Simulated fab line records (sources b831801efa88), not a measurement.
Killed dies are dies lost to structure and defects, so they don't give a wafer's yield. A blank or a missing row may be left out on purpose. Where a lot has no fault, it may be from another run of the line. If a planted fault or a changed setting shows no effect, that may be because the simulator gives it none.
The same fault as seen by 2 desks	flow sfq line	only its own numbers are on each desk; what lay behind them is given at the end

== TOOL OWNER'S DESK, cmp-01 ==
The tool's own readings at SFQ_TRILAYER_I1_CMP_CMP_046 (polishes SiO2): means of the sampled wafers that have a number, for each lot that ran on this tool. If a lot's mean is further than 4 standard deviations from the usual mean, the lot is out of limits and carries the mark OUT (the distance appears in the brackets).
Columns: A = head pressure psi at SFQ_TRILAYER_I1_CMP_CMP_046, usual 3.000 psi; B = motor current A at SFQ_TRILAYER_I1_CMP_CMP_046, usual 9.9 A; C = time to endpoint s at SFQ_TRILAYER_I1_CMP_CMP_046, usual 215 s
lot	first seen here	A	B	C
L719	day 16 08:26	3.005	10.3	210
L720	day 16 14:51	3.001	10.5	196
L737	day 29 02:37	2.998	9.7	215
This desk found nothing out of limits on any of the 3 lots.

== FROM THE METROLOGY DESK ==
What the gauges read, lot by lot, whatever tool the lot ran on: means of the sampled wafers that have a number. If a lot's mean is further than 4 standard deviations from the usual mean, the lot is out of limits and carries the mark OUT (the distance appears in the brackets).
Columns: A = M1_OVL at SFQ_M1_OVL_MEAS_911, usual 0 nm; B = I1_BOW at SFQ_I1_BOW_MEAS_912, usual 4 um; C = I1_OVL at SFQ_I1_OVL_MEAS_913, usual -1 nm
lot	first seen here	A	B	C
L719	day 16 05:20	4	7	-5
L720	day 16 12:00	-4	-2	3
L730	day 26 15:41	0	1	-2
L732	day 27 13:25	-3	8	-4
L737	day 29 01:32	6	9	-6
L740	day 30 14:07	3	4	-0
This desk found nothing out of limits on any of the 6 lots.

== BROUGHT TOGETHER ==
The tool owner's desk saw nothing out of limits.
Metrology desk: nothing out of limits seen.

== WHAT WAS PUT IN BY THE SIMULATOR ==
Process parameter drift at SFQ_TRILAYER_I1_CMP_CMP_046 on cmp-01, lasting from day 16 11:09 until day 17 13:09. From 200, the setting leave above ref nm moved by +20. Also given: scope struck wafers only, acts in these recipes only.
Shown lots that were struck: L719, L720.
